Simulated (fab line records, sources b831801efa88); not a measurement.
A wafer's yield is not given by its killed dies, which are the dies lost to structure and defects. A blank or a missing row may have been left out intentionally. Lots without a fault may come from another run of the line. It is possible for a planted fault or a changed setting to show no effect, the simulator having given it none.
Problem report, 8D (eight disciplines) form, completed by code	flow sky130	the parts of the form that need people (team, actions taken, sign-off) are left out

== 1. THE ISSUE ==
Wafers with no fault read 5.000 Pa with a standard deviation of 0.01, whereas chamber-pressure-pa at SKY_VIA2_SPUTTER_20 reads a mean of 5.250 Pa on 1 wafer of 1 lot. That is +25 standard deviations from the usual mean.
The step: material TiN, target thk 20 nm, time 80 s.
Earliest sighting: wafer L567.1 on pvd-sputter-03 at day 39 20:14. At this step, 15 wafers from 5 lots have a number in the record. Rule for "out" (also "out of limits"): further than 4 standard deviations from the usual mean. The other wafers with a number count as sound.

== 2. WHAT IT IS, WHAT IT ISN'T ==
question	is	is not
which readings at this step	chamber-pressure-pa	throttle-valve-pct
which lots	L567	L559, L565, L568, L570
which wafers of those lots	L567.1	L567.5, L567.6
read on which tools	pvd-sputter-03	pvd-sputter-02
when	from day 39 20:14	up to then (8 sound wafers); but 6 sound wafers of L568, L570 came after

== 3. THE SUSPECTS, EACH WITH WHAT RULES IT OUT ==
Counting: if a tool at a process step up to the reading ran every lot that is out, it stays a suspect. Sound lots after the first of them don't rule it out here, since some wafers of a struck lot are sound.
- rie-diel-02 at SKY_VIA2_ETCH_14 (etches BARC in N2/H2, stops on SiO2, time 45.9 s, target depth 60 nm): kept. L567, the lot that is out, went through it at day 39 19:32; up to then, the latest sound lot through it was L559 at day 37 09:34.
- rie-diel-02 at SKY_VIA2_ETCH_15 (etches SiO2 in C4F8/O2/Ar, stops on TiN, target depth 546 nm, time 84 s): kept. L567, the lot that is out, went through it at day 39 19:35; up to then, the latest sound lot through it was L559 at day 37 09:37.
- plasma-asher-04 at SKY_VIA2_STRIP_16 (strips in O2/N2): kept. It ran the lot that is out, L567 (day 39 19:39).
- pvd-sputter-03 at SKY_VIA2_SPUTTER_20 (material TiN, target thk 20 nm, time 80 s): kept. L567, the lot that is out, went through it at day 39 20:14; up to then, the latest sound lot through it was L565 at day 39 09:07. On those wafers its own readings are out: chamber-pressure-pa.
Left after counting: rie-diel-02 at SKY_VIA2_ETCH_14, rie-diel-02 at SKY_VIA2_ETCH_15, plasma-asher-04 at SKY_VIA2_STRIP_16, pvd-sputter-03 at SKY_VIA2_SPUTTER_20.

== 4. THE CAUSE (what the simulator had put in) ==
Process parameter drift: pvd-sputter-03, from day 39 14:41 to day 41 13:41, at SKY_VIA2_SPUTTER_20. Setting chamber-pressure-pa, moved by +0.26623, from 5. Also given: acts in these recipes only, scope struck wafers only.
Counting left 4 suspects, and this tool is among them.

== 5. THE CHAIN OF EFFECTS, in route order ==
Rows list readings where the struck wafers' mean (over those with a number) sits beyond 3 standard deviations from the usual. Only readings whose record carries a usual standard deviation are examined. hours: median over the lots of the time between each lot's start at the first step of this table that gives one and its start at this step. sigmas: the change, counted in usual standard deviations.
hours	step	reading	usual	on struck wafers	change	sigmas
0	SKY_VIA2_SPUTTER_20	chamber-pressure-pa	5.000 Pa	5.250	+0.250	+25
The process steps in it:
- SKY_VIA2_SPUTTER_20: material TiN, target thk 20 nm, time 80 s.

== 6. WHAT WOULD HAVE CAUGHT IT SOONER ==
First out-of-limits reading in this record: day 39 20:14, which is 6 hours after fault onset at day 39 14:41.
